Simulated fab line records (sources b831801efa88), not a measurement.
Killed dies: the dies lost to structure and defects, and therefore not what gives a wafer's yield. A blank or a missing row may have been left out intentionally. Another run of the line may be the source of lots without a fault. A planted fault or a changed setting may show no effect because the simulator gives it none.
Code-filled problem report in 8D (eight disciplines) form || flow gf180mcu || the parts of the form that need people (team, actions taken, sign-off) are left out

== 1. THE PROBLEM ==
Across 6 wafers from 2 lots, MVSD_OVL at GF_MVSD_OVL_MEAS_07 averages 156.6 nm, while fault-free wafers read -1.4 nm with a standard deviation of 1.6. That is +99 standard deviations from the usual mean.
First seen on wafer L922.2, day 8 07:59, on overlay-01. Wafers with a number at this step in the record: 36, from 12 lots. By rule, "out" or "out of limits" means more than 4 standard deviations away from the usual mean. All remaining wafers that have a number are taken as sound.

== 2. WHAT IT IS; WHAT IT IS NOT ==
{"question": "which readings at this step", "is": "MVSD_OVL", "is not": "-"}
{"question": "which lots", "is": "L922, L923", "is not": "L906, L907, L909, L910, L911, L912, L913, L925, L926, L927"}
{"question": "which wafers of those lots", "is": "all that have a number", "is not": "-"}
{"question": "read on which gauges", "is": "overlay-01, overlay-02", "is not": "-"}
{"question": "when", "is": "from day 8 07:59", "is not": "up to then (21 sound wafers); but 9 sound wafers of L925, L926, L927 came after"}

== 3. WHAT RULES OUT EACH SUSPECT ==
Counting: a tool stays on the suspect list if, at a process step up to the reading, it processed all lots that are out and no sound lot following the first of them.
- ruled out: the gauge at GF_MVSD_OVL_MEAS_07. 2 gauges (overlay-01, overlay-02) read the wafers that are out.
- plasma_asher-02 at GF_DNWELL_STRIP_08 (strips in O2/N2): ruled out as a lasting fault. After its first lot that is out, L922 (day 6 07:01), sound lots L925 ran on it.
- iline_stepper-02 at GF_MVSD_EXPOSE_04 (exposes mask MVSD, target cd 1000 nm): kept. All lots that are out passed through it, beginning with L922 at day 7 23:42, and no sound lot followed; its final sound lot before that point was L913 at day 5 17:00.
Remaining after the count: iline_stepper-02 at GF_MVSD_EXPOSE_04.

== 4. THE CAUSE (what the simulator had put in) ==
Scanner matching overlay: iline_stepper-02, from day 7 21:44 on, at GF_MVSD_EXPOSE_04. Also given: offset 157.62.
Only this tool survived the counting.

== 5. SEQUENCE OF EFFECTS, ordered by route ==
One row per reading whose mean, taken over the struck wafers that have a number, lies over 3 standard deviations from the usual. Only readings for which the record gives a usual standard deviation are gone through. hours: the time from each lot's start at the first step in this table that gives one to its start at this step, as a median over the lots. sigmas: the change in usual standard deviations.
{"hours": 0, "step": "GF_MVSD_OVL_MEAS_07", "reading": "MVSD_OVL", "usual": "-1.4 nm", "on struck wafers": 156.6, "change": "+158.0", "sigmas": "+99"}

== 6. WHAT WOULD HAVE CAUGHT IT SOONER ==
The first out-of-limits reading at a measuring or inspecting step in this record came at day 8 07:59, 10 hours after the fault's start at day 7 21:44.
No tool reading at GF_MVSD_EXPOSE_04 that has a usual standard deviation in the record was out on any struck wafer, so an alarm limit of 4 standard deviations on those readings would not have fired.
By day 8 07:59 the whole set of lots that are out, 2 in number, had already begun GF_MVSD_EXPOSE_04 on iline_stepper-02. Tool hold at that time: it would have spared none of them.
